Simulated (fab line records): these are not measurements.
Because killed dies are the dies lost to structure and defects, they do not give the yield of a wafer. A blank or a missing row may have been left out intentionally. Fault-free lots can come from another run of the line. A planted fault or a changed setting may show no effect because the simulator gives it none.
What tool caused it?	flow gf180mcu	18 wafers from 6 lots sampled at 2 of the route's 602 steps

WHAT EACH GAUGE READ, for each wafer
GF_MVPSD_TW_MEAS_11.
lot	measured	on	MVPSD_TW
L730	day 5 16:08	filmMetro-04	663 660 659
L732	day 6 08:41	filmMetro-01	549 550 548
L740	day 8 08:12	filmMetro-01	660 659 661
L744	day 9 06:08	filmMetro-03	556 552 550
L747	day 9 22:10	filmMetro-03	551 549 551
L749	day 10 12:43	filmMetro-01	552 548 548

WHAT TOOL EACH LOT RAN ON (gives the tool, then ch and the chambers of the sampled wafers, and finally the start)
lot	GF_MVPSD_IMPLANT_08
L730	implanter-01 ch 0, day 5 15:26
L732	implanter-02 ch 0, day 6 08:17
L740	implanter-04 ch 0, day 8 07:29
L744	implanter-01 ch 0, day 9 05:46
L747	implanter-02 ch 0, day 9 21:47
L749	implanter-01 ch 0, day 10 12:20
- GF_MVPSD_IMPLANT_08

THE ANSWER, worked out from the rows above alone
Rule: the lots themselves supply what counts as usual. Put in order of their means at a reading, lots are off if they are a third of the lots or fewer, leave a main group of 4 or more, and stand apart from it by a gap of 3 or more times the standard deviation of the main group's means; of several such gaps the widest counts. If all means in a main group match to the digits the tables above print for the reading, that group is not used. Also off: a lot with no number at a reading for which 4 or more lots have one. The other lots that the step has rows for count as sound.
Off: L730, L740, seen at GF_MVPSD_TW_MEAS_11 (MVPSD_TW). The main group has a mean of 550 with a standard deviation of 1.4.
A tool fits if, at a process step before that reading, it ran every lot that is off, and no sound lot after the first of them. Gauges at GF_MVPSD_TW_MEAS_11: tried the same way as those tools. None of those tried fits.

WHAT HAD BEEN PUT IN BY THE SIMULATOR
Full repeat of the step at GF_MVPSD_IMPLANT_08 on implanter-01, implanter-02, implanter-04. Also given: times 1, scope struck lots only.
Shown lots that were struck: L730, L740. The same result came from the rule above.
